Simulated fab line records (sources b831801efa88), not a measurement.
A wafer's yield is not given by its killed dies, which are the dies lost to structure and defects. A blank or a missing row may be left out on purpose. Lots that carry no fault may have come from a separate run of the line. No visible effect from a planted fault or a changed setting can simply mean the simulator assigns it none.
Code-filled problem report in 8D (eight disciplines) form | flow sky130 | the parts of the form that need people (team, actions taken, sign-off) are left out

## 1. WHAT WENT WRONG
VT_ADJUST_PCH_TW at SKY_VT_ADJUST_PCH_TW_MEAS_10 reads a mean of 130.7 on 6 wafers of 2 lots; wafers without a fault read 143.7 with a standard deviation of 1.8. Relative to the usual mean, that is a shift of -7.2 standard deviations.
The first sign was on wafer L292.4 at day 16 07:44, on filmMetro-02. Wafers with a number at this step in the record: 36, from 12 lots. The rule behind "out" and "out of limits": a value lying over 4 standard deviations away from the usual mean. The other wafers with a number count as sound.

## 2. WHAT IT IS, AND WHAT IT ISN'T
question                    | is                     | is not
which readings at this step | VT_ADJUST_PCH_TW       | -
which lots                  | L292, L293             | L274, L276, L277, L279, L283, L284, L290, L294, L296, L297
which wafers of those lots  | all that have a number | -
read on which gauges        | filmMetro-02           | filmMetro-01, filmMetro-04
when                        | from day 16 07:44      | up to then (21 sound wafers); but 9 sound wafers of L294, L296, L297 came after

## 3. THE SUSPECTS, EACH WITH WHAT RULES IT OUT
Counting: a tool at a process step up to the reading stays a suspect if it ran every lot that is out and no sound lot after the first of them.
- ruled out: the gauge at SKY_VT_ADJUST_PCH_TW_MEAS_10. All the wafers that are out were read on filmMetro-02, but those of them that SKY_VT_ADJUST_PCH_IMPLANT_08 has rows for are out there too, on other tools.
- implanter-01 at SKY_VT_ADJUST_PCH_IMPLANT_08: kept. All lots that are out passed through it, beginning with L292 at day 16 07:32, and no sound lot followed; its final sound lot before that point was L277 at day 12 04:53. Its own doseIonsCm2, faradayCurrentUA readings are out on those wafers.
After counting, what remains is implanter-01 at SKY_VT_ADJUST_PCH_IMPLANT_08.

## 4. THE CAUSE (what the simulator had put in)
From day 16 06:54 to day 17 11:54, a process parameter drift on implanter-01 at SKY_VT_ADJUST_PCH_IMPLANT_08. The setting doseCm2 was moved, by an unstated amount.
This tool alone remained once counting was done.

## 5. SEQUENCE OF EFFECTS, ordered by route
Each row: a reading whose mean over the struck wafers that have a number lies more than 3 standard deviations from the usual. Scope: only readings with a usual standard deviation given in the record; hours: median across lots of the time from each lot's start at the first step in this table that gives one to its start at this step; sigmas: change in usual standard deviations.
hours | step                         | reading          | usual     | on struck wafers | change     | sigmas
0     | SKY_VT_ADJUST_PCH_IMPLANT_08 | doseIonsCm2      | 5.001e+11 | 3.271e+11        | -1.730e+11 | -99 or more
0     | SKY_VT_ADJUST_PCH_IMPLANT_08 | faradayCurrentUA | 2.82      | 1.83             | -0.99      | -18
0     | SKY_VT_ADJUST_PCH_TW_MEAS_10 | VT_ADJUST_PCH_TW | 143.7     | 130.7            | -13.0      | -7.2
The process steps in it:
- SKY_VT_ADJUST_PCH_IMPLANT_08

## 6. HOW IT WOULD HAVE BEEN CAUGHT EARLIER
In this record the first reading out of limits at a measuring or inspecting step was taken at day 16 07:44, 1 hour after the fault began at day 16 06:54.
The tool's own readings at SKY_VT_ADJUST_PCH_IMPLANT_08 were out on every struck wafer that the step has a row for (doseIonsCm2, faradayCurrentUA): an alarm limit on them would have fired on the first of those.
Of the lots that are out (2), L293 began SKY_VT_ADJUST_PCH_IMPLANT_08 on implanter-01 after day 16 07:44. Had the tool been put on hold then, it would have been spared.
